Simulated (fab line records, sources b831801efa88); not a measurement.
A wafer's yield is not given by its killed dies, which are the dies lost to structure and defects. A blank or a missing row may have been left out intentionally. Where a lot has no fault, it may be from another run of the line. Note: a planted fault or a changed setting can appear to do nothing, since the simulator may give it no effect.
Chamber matching | flow sky130 | SKY_LI_CONTACT_CMP_24 on cmp-01 has 4 sister chambers
The step polishes, stops on PSG, t overpolish 20 s, target thk 0 nm. 4 wafers are shown with their chamber, then 7 later ones without.

## WAFERS WITH THEIR CHAMBER
wafer  | chamber | motorCurrentA (A)
L474.1 | 1       | 11.5
L479.3 | 0       | 12.2
L480.1 | 3       | 9.0
L480.3 | 2       | 11.5

## WAFERS WHOSE CHAMBER IS MISSING
wafer  | motorCurrentA (A)
L480.4 | 11.0
L487.3 | 11.2
L487.4 | 9.6
L487.6 | 11.1
L489.1 | 11.0
L489.2 | 12.7
L489.3 | 11.6

## WHICH CHAMBER EACH ONE RAN IN
wafer  | from the rows above          | in truth
L480.4 | can't be placed: 1 or 2 or 0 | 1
L487.3 | can't be placed: 1 or 2 or 0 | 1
L487.4 | 3                            | 3
L487.6 | can't be placed: 1 or 2 or 0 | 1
L489.1 | can't be placed: 1 or 2 or 0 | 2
L489.2 | can't be placed: 0 or 1 or 2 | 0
L489.3 | can't be placed: 1 or 2 or 0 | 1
Correct placement for 1 of the 7. These rows do not allow placing 6 (true chamber among the candidates in 6). 0 placed wrongly.
How it was worked out, from the rows above alone: a wafer's distance from a chamber is the root of the sum, over the readings, of the square of ((its reading less the chamber's mean) divided by the reading's scatter). If the next closest chamber is less than 2 further off than the closest, the wafer can't be placed; otherwise it belongs to the closest. Each chamber's mean is taken over the wafers shown for it. The scatter: root of mean squared gap, hidden wafer to nearest shown wafer, with one shown wafer a chamber.
